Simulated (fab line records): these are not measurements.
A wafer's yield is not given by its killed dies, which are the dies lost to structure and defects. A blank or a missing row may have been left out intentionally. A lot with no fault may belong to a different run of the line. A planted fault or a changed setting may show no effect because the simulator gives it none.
fab line records    flow sky130
record lots=5  wafers=15  last-day=51
route steps=708 shown METAL4@634 VIA4@639 METAL5@661
lots that met no fault: taken from a fault-free run of the same line
start-h: hours from the record's opening day to when the first of the lot's shown wafers began    wait-h: hours elapsed since this lot's preceding step    " identical to the entry in the row above    L1.1+2: a single row standing in for several wafers    - either no value or no given start    * or withheld: withheld    < > ~ a bound
route shown NAME@n: NAME is a module with steps in the file, n the number in the route of the first one    usual: mean/standard deviation taken from wafers without a fault    same: alike in all rows    chamber/n: place in a boat    sites: per-site readings    _std_site: the values' standard deviation    _edge_site: mean of outer sites minus mean of inner sites    radius-mm: how far each site lies from the wafer's centre    mask NAME#n: copy n    behind: the tool/chamber that last shaped the wafer    hold: why the lot went on hold/how many hours it stayed there/how the hold came to an end    device: whichever transistor did not switch (one of n, p or np)    end of line: the tests these same wafers got at the end of their route    a step without rows: its recipe alone    killed: count of dies lost to structure and defects at first sort (not the wafer's yield)    map: the dies of a wafer, with x for killed, . for not killed, _ for no die there
set.NAME: the setting that was run; set.NAME@STEP: the one run at that earlier step    model.NAME: the simulator's own value behind a step, which no gauge read
a table for each step, a row for each wafer; lots at some steps of the route
services: the hour from which a tool's chamber was out of use, counted from the record's first day as start-h (under 0 if before that day), plus the number of hours and why
## steps
# step SKY_METAL4_METAL_ETCH_18
# recipe target-depth-a=8450  stop-on=SiO2  over-etch-frac=0.3  time-s=183.1  chemistry=Cl2/BCl3  resist-sidewall-deg=88  pressure-mtorr=10  icp-w=900  bias-w=48.5  Cl2_flow_sccm=60  bcl3-flow-sccm=30
# usual bias-w=48.48/0.14  drypump-motor-current-A=6.0/0.59  oes-product-au=0.866/0.0066  throttle-valve-pct=22.265/0.0088
lot.wafer  tool          chamber  start-h  wait-h  bias-w  drypump-motor-current-A  oes-product-au  rf-hours-counter-h  throttle-valve-pct
L078.2     rie-metal-04  0        1005.70  0.0     48.50   6.7                      0.879           5                   22.264
L078.4     "             1        "        "       48.32   6.2                      0.867           -                   22.266
L078.6     "             1        "        "       48.28   6.2                      0.863           -                   22.258
L085.2     rie-metal-04  1        1051.49  0.0     48.62   6.2                      0.863           17                  22.282
L085.4     "             1        "        "       48.83   6.2                      0.863           -                   22.256
L085.5     "             0        "        "       48.29   6.7                      0.867           -                   22.271
L086.1     rie-metal-03  0        1058.81  0.0     48.63   6.0                      0.868           19                  22.268
L086.2     "             1        "        "       48.57   4.8                      0.851           0                   22.260
L086.6     "             1        "        "       48.69   4.8                      0.866           -                   22.258
L093.2     rie-metal-03  1        1096.80  0.0     48.30   4.8                      0.869           3                   22.263
L093.5     "             0        "        "       48.25   6.0                      0.865           -                   22.269
L093.6     "             1        "        "       48.51   4.8                      0.863           -                   22.261
L097.2     rie-metal-03  1        1142.11  0.0     48.49   4.8                      0.862           6                   22.266
L097.4     "             1        "        "       48.46   4.8                      0.870           -                   22.266
L097.5     "             0        "        "       48.49   6.0                      0.858           -                   22.269
# step SKY_METAL4_STRIP_19
# recipe chemistry=O2/N2  power-w=1400  pressure-mtorr=1500  platen-temp-c=withheld  o2-flow-sccm=3000  n2-flow-sccm=300  overash-fraction=0.5
# usual drypump-motor-current-A=5.5/0.39  oes-product-au=0.504/0.0065  strip-time-to-endpoint-s=6.57/0.087
lot.wafer  tool             chamber  start-h  wait-h  drypump-motor-current-A  oes-product-au  rf-hours-counter-h  strip-time-to-endpoint-s
L078.2     plasma-asher-02  1        1005.88  0.1     5.1                      0.501           26                  6.53
L078.4     "                1        "        "       5.1                      0.501           -                   6.53
L078.6     "                0        "        "       6.3                      0.499           -                   6.49
L085.2     plasma-asher-03  0        1051.67  0.1     5.7                      0.507           122                 6.61
L085.4     "                1        "        "       5.6                      0.507           -                   6.53
L085.5     "                1        "        "       5.6                      0.504           -                   6.55
L086.1     plasma-asher-02  0        1058.99  0.1     6.3                      0.497           32                  6.51
L086.2     "                1        "        "       5.1                      0.506           32                  6.75
L086.6     "                0        "        "       6.3                      0.508           -                   6.73
L093.2     plasma-asher-02  1        1096.98  0.1     5.1                      0.508           36                  6.66
L093.5     "                0        "        "       6.2                      0.491           -                   6.54
L093.6     "                1        "        "       5.1                      0.504           -                   6.59
L097.2     plasma-asher-04  0        1142.29  0.1     5.2                      0.499           69                  6.62
L097.4     "                1        "        "       5.1                      0.509           -                   6.66
L097.5     "                0        "        "       5.2                      0.502           -                   6.53
# step SKY_METAL4_STRIP_20
# recipe chemistry=post-etch-residue-remover  time-s=1200  temp-c=72.5
lot.wafer   tool          chamber  start-h  wait-h
L078.2+4+6  wet-bench-03  0        1005.98  0.1
L085.2+4+5  wet-bench-03  1        1051.77  0.1
L086.1+2+6  wet-bench-02  3        1059.09  0.1
L093.2+5+6  wet-bench-02  1        1097.08  0.1
L097.2+4+5  wet-bench-03  1        1142.39  0.1
# step SKY_METAL4_CLEAN_21
# recipe chemistry=IPA  time-s=180  temp-c=25
lot.wafer   tool          chamber  start-h  wait-h
L078.2+4+6  wet-bench-04  2        1006.32  0.0
L085.2+4+5  wet-bench-04  1        1052.11  0.0
L086.1+2+6  wet-bench-04  2        1059.49  0.0
L093.2+5+6  wet-bench-03  0        1097.42  0.0
L097.2+4+5  wet-bench-02  0        1142.76  0.0
# step SKY_METAL4_CLEAN_22
# recipe chemistry=O3/DIW  dry=n2-spin
lot.wafer   tool          chamber  start-h  wait-h
L078.2+4+6  wet-bench-02  2        1006.39  0.0
L085.2+4+5  wet-bench-03  0        1052.17  0.0
L086.1+2+6  wet-bench-02  0        1059.55  0.0
L093.2+5+6  wet-bench-02  3        1097.48  0.0
L097.2+4+5  wet-bench-04  3        1142.82  0.0
# step SKY_VIA4_HDPCVD_00
# recipe material=SiO2  target-thk-nm=1750  sigma-open-frac=0.3  time-s=291.7  temp-c=400  sih4-flow-sccm=60  pressure-mtorr=6
# usual pressure-mtorr=6.000/0.013
lot.wafer  tool       chamber  start-h  wait-h  pressure-mtorr
L078.2     hdpcvd-02  2        1006.48  0.0     6.006
L078.4     "          1        "        "       6.011
L078.6     "          2        "        "       5.997
L085.2     hdpcvd-02  2        1052.26  0.0     6.008
L085.4     "          1        "        "       6.003
L085.5     "          2        "        "       6.005
L086.1     hdpcvd-02  0        1059.66  0.0     6.002
L086.2     "          1        "        "       5.979
L086.6     "          1        "        "       5.997
L093.2     hdpcvd-01  1        1097.57  0.0     5.989
L093.5     "          2        "        "       5.984
L093.6     "          0        "        "       5.994
L097.2     hdpcvd-02  0        1142.91  0.0     5.992
L097.4     "          0        "        "       5.986
L097.5     "          1        "        "       5.991
# step SKY_VIA4_THK_MEAS_01
# recipe reads=SiO2_of_VIA4_HDPCVD_00
# usual VIA4_HDPCVD_THK=1728/21
lot.wafer  tool           chamber  start-h  wait-h  VIA4_HDPCVD_THK[nm]
L078.2     film-metro-04  -        1006.67  0.1     1745
L078.4     "              -        "        "       1746
L078.6     "              -        "        "       1724
L085.2     film-metro-02  -        1052.45  0.1     1725
L085.4     "              -        "        "       1726
L085.5     "              -        "        "       1736
L086.1     film-metro-01  -        1059.84  0.1     1743
L086.2     "              -        "        "       1743
L086.6     "              -        "        "       1720
L093.2     film-metro-01  -        1097.76  0.1     1732
L093.5     "              -        "        "       1700
L093.6     "              -        "        "       1702
L097.2     film-metro-02  -        1143.10  0.1     1744
L097.4     "              -        "        "       1745
L097.5     "              -        "        "       1703
# step SKY_VIA4_CMP_02
# recipe material=SiO2  down-force-psi=4  platen-rpm=60  pad-velocity-m-s=0.94248
# usual edge-zone-pressure-frac=1.000/0.0048  motor-current-A=11.9/0.9  retaining-ring-pressure-frac=1.000/0.0051
lot.wafer  tool    chamber  start-h  wait-h  edge-zone-pressure-frac  motor-current-A  retaining-ring-pressure-frac
L078.4     cmp-01  3        1006.91  0.2     1.001                    10.8             1.012
L078.2     "       0        "        "       1.001                    11.7             1.001
L078.6     "       0        "        "       1.003                    11.3             0.996
L085.2     cmp-01  1        1052.50  0.0     1.001                    13.0             1.006
L085.4     "       2        "        "       1.002                    12.3             1.005
L085.5     "       2        "        "       1.005                    12.4             1.007
L086.2     cmp-02  1        1059.90  0.0     0.996                    12.0             1.000
L086.1     "       3        "        "       0.997                    12.4             1.004
L086.6     "       2        "        "       1.006                    12.4             1.002
L093.2     cmp-01  3        1097.81  0.0     0.987                    11.4             1.002
L093.6     "       3        "        "       0.996                    10.8             0.999
L093.5     "       0        "        "       0.994                    11.9             1.001
L097.2     cmp-02  3        1143.25  0.1     1.007                    12.0             1.012
L097.4     "       0        "        "       1.000                    10.2             1.003
L097.5     "       1        "        "       1.001                    12.5             1.001
# step SKY_VIA4_BOW_MEAS_03
# recipe mode=bow
# usual VIA4_BOW=80/8
lot.wafer  tool           chamber  start-h  wait-h  VIA4_BOW[um]
L078.2     film-metro-01  -        1007.23  0.2     72
L078.4     "              -        "        "       71
L078.6     "              -        "        "       75
L085.2     film-metro-01  -        1052.82  0.3     86
L085.4     "              -        "        "       84
L085.5     "              -        "        "       86
L086.1     film-metro-04  -        1060.20  0.1     77
L086.2     "              -        "        "       79
L086.6     "              -        "        "       87
L093.2     film-metro-04  -        1098.13  0.3     88
L093.5     "              -        "        "       85
L093.6     "              -        "        "       91
L097.2     film-metro-01  -        1143.47  0.2     68
L097.4     "              -        "        "       65
L097.5     "              -        "        "       70
# step SKY_VIA4_DEHYDRATE_04
# recipe temp-c=200  time-s=60
lot.wafer   tool            chamber  start-h  wait-h
L078.2+4+6  litho-track-01  0        1018.01  10.8
L085.2+4+5  litho-track-02  0        1062.83  10.0
L086.1+2+6  litho-track-01  0        1070.49  10.3
L093.2+5+6  litho-track-01  0        1108.31  10.2
L097.2+4+5  litho-track-02  0        1151.63  8.1
# step SKY_VIA4_HMDS_05
# recipe prime-time-s=60  prime-temp-c=120
lot.wafer   tool            chamber  start-h  wait-h
L078.2+4+6  litho-track-01  0        1018.16  0.1
L085.2+4+5  litho-track-02  0        1062.98  0.1
L086.1+2+6  litho-track-01  0        1070.64  0.1
L093.2+5+6  litho-track-01  0        1108.46  0.1
L097.2+4+5  litho-track-02  0        1151.78  0.1
# step SKY_VIA4_COAT_06
# recipe resist=NOVOLAK  spin-rpm=3000  resist-thk-nm=1140
lot.wafer   tool            chamber  start-h  wait-h
L078.2+4+6  litho-track-01  0        1018.31  0.1
L085.2+4+5  litho-track-02  0        1063.13  0.1
L086.1+2+6  litho-track-01  0        1070.79  0.1
L093.2+5+6  litho-track-01  0        1108.61  0.1
L097.2+4+5  litho-track-02  0        1151.93  0.1
# step SKY_VIA4_SOFTBAKE_07
# recipe temp-c=90  time-s=60  resist=NOVOLAK
lot.wafer   tool            chamber  start-h  wait-h
L078.2+4+6  litho-track-01  0        1018.46  0.1
L085.2+4+5  litho-track-02  0        1063.28  0.1
L086.1+2+6  litho-track-01  0        1070.94  0.1
L093.2+5+6  litho-track-01  0        1108.76  0.1
L097.2+4+5  litho-track-02  0        1152.08  0.1
# step SKY_VIA4_EXPOSE_08
# recipe mask-id=VIM4  na=0.6  source-shape=conventional  sigma-outer=0.6  polarization=unpolarized  target-cd-nm=800  dose-mj=132
# usual focus-offset-nm=-0.1/0.5
lot.wafer  tool              chamber  start-h  wait-h  mask    focus-offset-nm
L078.2     iline-stepper-01  0        -        -       VIM4#0  -0.4
L078.4     "                 0        "        "       VIM4#0  0.7
L078.6     "                 0        "        "       VIM4#0  -0.6
L085.2     iline-stepper-01  0        -        -       VIM4#0  0.6
L085.4     "                 0        "        "       VIM4#0  -0.2
L085.5     "                 0        "        "       VIM4#0  -0.1
L086.1     iline-stepper-01  0        -        -       VIM4#0  0.2
L086.2     "                 0        "        "       VIM4#0  0.0
L086.6     "                 0        "        "       VIM4#0  0.1
L093.2     iline-stepper-02  0        -        -       VIM4#0  -0.2
L093.5     "                 0        "        "       VIM4#0  0.4
L093.6     "                 0        "        "       VIM4#0  0.2
L097.2     iline-stepper-01  0        -        -       VIM4#0  0.6
L097.4     "                 0        "        "       VIM4#0  0.7
L097.5     "                 0        "        "       VIM4#0  1.0
# step SKY_VIA4_PEB_09
# recipe temp-c=withheld  time-s=*  resist=NOVOLAK
lot.wafer   tool            chamber  start-h  wait-h
L078.2+4+6  litho-track-01  0        -        -
L085.2+4+5  litho-track-01  0        -        -
L086.1+2+6  litho-track-04  0        -        -
L093.2+5+6  litho-track-02  0        -        -
L097.2+4+5  litho-track-01  0        -        -
# step SKY_VIA4_DEVELOP_10
# recipe resist=NOVOLAK  developer=TMAH  develop-time-s=60  dev-temp-c=23
lot.wafer   tool            chamber  start-h  wait-h
L078.2+4+6  litho-track-01  0        1029.66  0.1
L085.2+4+5  litho-track-01  0        1073.26  0.1
L086.1+2+6  litho-track-04  0        1081.69  0.1
L093.2+5+6  litho-track-02  0        1117.68  0.1
L097.2+4+5  litho-track-01  0        1159.91  0.1
# step SKY_VIA4_OVL_MEAS_11
# usual VIA4_OVL=0.6/1.6
lot.wafer  tool        chamber  start-h  wait-h  VIA4_OVL[nm]
L078.2     overlay-01  -        1029.79  0.1     1.6
L078.4     "           -        "        "       0.8
L078.6     "           -        "        "       0.5
L085.2     overlay-01  -        1073.39  0.1     0.2
L085.4     "           -        "        "       2.1
L085.5     "           -        "        "       0.3
L086.1     overlay-01  -        1081.84  0.1     -1.0
L086.2     "           -        "        "       -1.0
L086.6     "           -        "        "       0.2
L093.2     overlay-02  -        1117.81  0.1     -0.7
L093.5     "           -        "        "       -2.4
L093.6     "           -        "        "       -0.7
L097.2     overlay-01  -        1160.04  0.1     0.0
L097.4     "           -        "        "       -0.5
L097.5     "           -        "        "       -1.3
# step SKY_VIA4_ETCH_12
# recipe target=SiO2  chemistry=C4F8/O2/Ar  stop-on=TiN  mask-material=NOVOLAK  source-w=1500  bias-w=1200  pressure-mtorr=40  c4f8-flow-sccm=withheld  O2_flow_sccm=6  Ar_flow_sccm=300  time-s=withheld  target-depth-a=5800
# usual bias-w=1200/3.5  oes-product-au=0.927/0.0049
lot.wafer  tool         chamber  start-h  wait-h  bias-w  oes-product-au
L078.2     rie-diel-01  2        1029.82  0.0     1198    0.929
L078.4     "            0        "        "       1198    0.930
L078.6     "            2        "        "       1205    0.924
L085.2     rie-diel-04  3        1073.42  0.0     1196    0.929
L085.4     "            2        "        "       1203    0.931
L085.5     "            3        "        "       1198    0.932
L086.1     rie-diel-02  2        1081.88  0.0     1197    0.929
L086.2     "            0        "        "       1198    0.932
L086.6     "            2        "        "       1197    0.926
L093.2     rie-diel-02  3        1117.84  0.0     1204    0.936
L093.5     "            1        "        "       1202    0.928
L093.6     "            0        "        "       1200    0.919
L097.2     rie-diel-04  3        1160.07  0.0     1197    0.924
L097.4     "            2        "        "       1202    0.926
L097.5     "            0        "        "       1199    0.920
# step SKY_VIA4_STRIP_13
# recipe chemistry=O2/N2  power-w=1400  pressure-mtorr=1500  platen-temp-c=withheld  o2-flow-sccm=3000  n2-flow-sccm=300  overash-fraction=0.5
# usual drypump-motor-current-A=5.7/0.41  oes-product-au=0.710/0.0047  strip-time-to-endpoint-s=12.80/0.037
lot.wafer  tool             chamber  start-h  wait-h  drypump-motor-current-A  oes-product-au  rf-hours-counter-h  strip-time-to-endpoint-s
L078.2     plasma-asher-01  1        1029.89  -       6.2                      0.707           92                  12.84
L078.4     "                0        "        "       5.3                      0.698           -                   12.80
L078.6     "                0        "        "       5.3                      0.706           -                   12.84
L085.2     plasma-asher-03  0        1073.50  -       5.7                      0.715           1                   12.77
L085.4     "                1        "        "       5.6                      0.712           -                   12.78
L085.5     "                0        "        "       5.7                      0.711           -                   12.75
L086.1     plasma-asher-01  1        1081.95  -       6.2                      0.705           97                  12.77
L086.2     "                0        "        "       5.3                      0.707           97                  12.79
L086.6     "                1        "        "       6.2                      0.709           -                   12.84
L093.2     plasma-asher-01  0        1117.91  -       5.3                      0.713           100                 12.78
L093.5     "                1        "        "       6.1                      0.704           -                   12.87
L093.6     "                0        "        "       5.3                      0.712           -                   12.83
L097.2     plasma-asher-01  0        1160.15  -       5.3                      0.703           104                 12.73
L097.4     "                0        "        "       5.3                      0.703           -                   12.79
L097.5     "                0        "        "       5.3                      0.705           -                   12.74
# step SKY_VIA4_STRIP_14
# recipe chemistry=post-etch-residue-remover  time-s=1200  temp-c=72.5
lot.wafer   tool          chamber  start-h  wait-h
L078.2+4+6  wet-bench-04  0        1029.99  0.1
L085.2+4+5  wet-bench-03  2        1073.60  0.1
L086.1+2+6  wet-bench-01  1        1082.05  0.1
L093.2+5+6  wet-bench-03  2        1118.01  0.1
L097.2+4+5  wet-bench-03  2        1160.25  0.1
# step SKY_VIA4_CLEAN_15
# recipe chemistry=IPA  time-s=180  temp-c=25
lot.wafer   tool          chamber  start-h  wait-h
L078.2+4+6  wet-bench-01  0        1030.34  0.0
L085.2+4+5  wet-bench-04  2        1073.94  0.0
L086.1+2+6  wet-bench-04  2        1082.39  0.0
L093.2+5+6  wet-bench-04  0        1118.39  0.0
L097.2+4+5  wet-bench-04  2        1160.59  0.0
# step SKY_VIA4_CLEAN_16
# recipe chemistry=O3/DIW  dry=n2-spin
lot.wafer   tool          chamber  start-h  wait-h
L078.2+4+6  wet-bench-03  3        1030.39  0.0
L085.2+4+5  wet-bench-03  3        1074.00  0.0
L086.1+2+6  wet-bench-01  2        1082.45  0.0
L093.2+5+6  wet-bench-03  3        1118.44  0.0
L097.2+4+5  wet-bench-03  3        1160.65  0.0
# step SKY_VIA4_SPUTTER_17
# recipe material=TiN  target-thk-nm=20  chamber-pressure-pa=5  power-w=4000  time-s=80
# usual throttle-valve-pct=30.0/1.2
lot.wafer  tool            chamber  start-h  wait-h  throttle-valve-pct
L078.2     pvd-sputter-01  -        1030.49  0.0     31.2
L078.4     "               -        "        "       31.6
L078.6     "               -        "        "       29.9
L085.2     pvd-sputter-02  -        1074.09  0.0     29.7
L085.4     "               -        "        "       28.4
L085.5     "               -        "        "       29.7
L086.1     pvd-sputter-04  -        1082.54  0.0     30.3
L086.2     "               -        "        "       30.7
L086.6     "               -        "        "       30.9
L093.2     pvd-sputter-01  -        1118.54  0.0     29.8
L093.5     "               -        "        "       30.3
L093.6     "               -        "        "       30.9
L097.2     pvd-sputter-01  -        1160.74  0.0     31.7
L097.4     "               -        "        "       30.5
L097.5     "               -        "        "       31.5
# step SKY_VIA4_CVD_18
# recipe material=W  target-thk-nm=505  time-s=152.14  temp-c=400  pressure-torr=40
# usual heater-power-w=826/42
lot.wafer  tool      chamber  start-h  wait-h  heater-power-w
L078.2     cvd-w-02  1        1030.55  0.0     835
L078.4     "         1        "        "       852
L078.6     "         0        "        "       807
L085.2     cvd-w-02  0        1074.15  0.0     801
L085.4     "         0        "        "       788
L085.5     "         1        "        "       845
L086.1     cvd-w-02  1        1082.61  0.0     832
L086.2     "         0        "        "       803
L086.6     "         0        "        "       787
L093.2     cvd-w-01  1        1118.61  0.0     896
L093.5     "         0        "        "       794
L093.6     "         1        "        "       889
L097.2     cvd-w-01  0        1160.80  0.0     774
L097.4     "         0        "        "       768
L097.5     "         1        "        "       911
# step SKY_VIA4_RS_MEAS_19
# recipe thk-meas-gauge=four-point-probe  reads=W_of_VIA4_CVD_18+TiN_of_VIA4_SPUTTER_17
# usual VIA4_W_RS=0.2266/0.0026
lot.wafer  tool           chamber  start-h  wait-h  VIA4_W_RS[ohm/sq]
L078.2     film-metro-02  -        1030.72  0.1     0.2270
L078.4     "              -        "        "       0.2271
L078.6     "              -        "        "       0.2258
L085.2     film-metro-04  -        1074.32  0.1     0.2259
L085.4     "              -        "        "       0.2241
L085.5     "              -        "        "       0.2280
L086.1     film-metro-01  -        1082.76  0.1     0.2282
L086.2     "              -        "        "       0.2279
L086.6     "              -        "        "       0.2287
L093.2     film-metro-01  -        1118.78  0.1     0.2231
L093.5     "              -        "        "       0.2209
L093.6     "              -        "        "       0.2245
L097.2     film-metro-02  -        1160.97  0.1     0.2262
L097.4     "              -        "        "       0.2269
L097.5     "              -        "        "       0.2275
# step SKY_VIA4_THK_MEAS_20
# recipe thk-meas-gauge=xrf  reads=W_of_VIA4_CVD_18
# usual VIA4_W_THK=499/6.5
lot.wafer  tool           chamber  start-h  wait-h  VIA4_W_THK[nm]
L078.2     film-metro-02  -        1030.83  0.1     498
L078.4     "              -        "        "       496
L078.6     "              -        "        "       498
L085.2     film-metro-04  -        1074.43  0.1     504
L085.4     "              -        "        "       505
L085.5     "              -        "        "       495
L086.1     film-metro-01  -        1082.88  0.1     495
L086.2     "              -        "        "       495
L086.6     "              -        "        "       496
L093.2     film-metro-01  -        1118.89  0.1     509
L093.5     "              -        "        "       518
L093.6     "              -        "        "       508
L097.2     film-metro-02  -        1161.08  0.1     503
L097.4     "              -        "        "       503
L097.5     "              -        "        "       502
# step SKY_VIA4_CMP_21
# recipe stop-on=SiO2  t-overpolish-s=25  down-force-psi=3.5  platen-rpm=60  target-thk-nm=0  pad-velocity-m-s=0.94248
# usual edge-zone-pressure-frac=1.000/0.0048  motor-current-A=11.0/0.87  overpolish-run-s=25.000/0.0084  retaining-ring-pressure-frac=1.000/0.0044  time-to-endpoint-s=125/4.9
lot.wafer  tool    chamber  start-h  wait-h  edge-zone-pressure-frac  motor-current-A  overpolish-run-s  retaining-ring-pressure-frac  time-to-endpoint-s
L078.2     cmp-01  3        1030.98  0.1     1.001                    10.2             25.008            1.008                         123
L078.4     "       0        "        "       0.992                    11.2             25.002            0.999                         125
L078.6     "       2        "        "       0.995                    10.9             24.998            1.007                         128
L085.2     cmp-01  3        1074.48  0.0     0.998                    9.8              24.987            1.004                         126
L085.4     "       0        "        "       0.996                    10.7             24.983            0.994                         122
L085.5     "       3        "        "       1.010                    9.6              24.994            1.006                         120
L086.1     cmp-02  3        1082.94  0.1     0.994                    11.3             24.989            0.997                         122
L086.2     "       0        "        "       1.001                    10.0             25.005            1.005                         123
L086.6     "       0        "        "       1.000                    9.8              25.008            0.999                         126
L093.2     cmp-01  1        1119.09  0.2     0.990                    12.8             25.001            0.995                         130
L093.5     "       2        "        "       0.998                    11.7             24.999            0.998                         129
L093.6     "       3        "        "       1.004                    9.8              25.000            1.004                         124
L097.2     cmp-01  1        1161.36  0.3     1.002                    12.1             24.997            0.999                         129
L097.4     "       2        "        "       0.997                    11.1             25.006            1.001                         118
L097.5     "       1        "        "       1.000                    11.8             24.997            0.998                         129
# step SKY_METAL5_SPUTTER_00
# recipe material=Ti  target-thk-nm=15  power-w=3000  time-s=10  chamber-pressure-pa=0.4
# usual throttle-valve-pct=30.5/0.84
lot.wafer  tool            chamber  start-h  wait-h  throttle-valve-pct
L078.2     pvd-sputter-04  -        1031.18  0.1     30.2
L078.4     "               -        "        "       29.5
L078.6     "               -        "        "       30.8
L085.2     pvd-sputter-01  -        1074.78  0.2     31.5
L085.4     "               -        "        "       31.4
L085.5     "               -        "        "       31.7
L086.1     pvd-sputter-03  -        1083.24  0.2     30.4
L086.2     "               -        "        "       30.8
L086.6     "               -        "        "       30.5
L093.2     pvd-sputter-01  -        1119.24  0.1     30.1
L093.5     "               -        "        "       31.0
L093.6     "               -        "        "       31.7
L097.2     pvd-sputter-01  -        1161.61  0.2     30.6
L097.4     "               -        "        "       31.6
L097.5     "               -        "        "       30.9
## services
tool              chamber  start-h  hours  kind
cmp-02            -        983.91   6.3    repair
hdpcvd-02         2        987.51   2.3    repair
hdpcvd-02         -        991.52   0.7    repair
pvd-sputter-01    -        991.89   2.2    repair
iline-stepper-01  -        995.67   1.7    pm
cvd-w-02          1        996.18   4.7    repair
cmp-01            -        996.53   0.6    repair
cmp-01            -        1008.26  9.0    pm
plasma-asher-01   -        1017.28  7.1    repair
cmp-01            -        1039.18  6.3    pm
wet-bench-04      -        1049.12  1.9    pm
cmp-02            -        1084.18  4.0    pm
iline-stepper-01  -        1087.32  28.9   pm
cmp-01            -        1089.54  4.9    pm
wet-bench-04      -        1090.87  4.2    repair
cmp-02            -        1091.07  1.6    repair
plasma-asher-01   -        1091.58  9.4    repair
plasma-asher-02   -        1105.01  27.2   repair
plasma-asher-02   -        1115.17  1.6    repair
wet-bench-04      -        1119.19  3.7    repair
cmp-02            -        1127.34  2.4    repair
plasma-asher-01   -        1135.91  3.6    repair
plasma-asher-01   -        1144.36  1.1    repair
cmp-01            -        1147.75  0.4    repair
## key
fault none
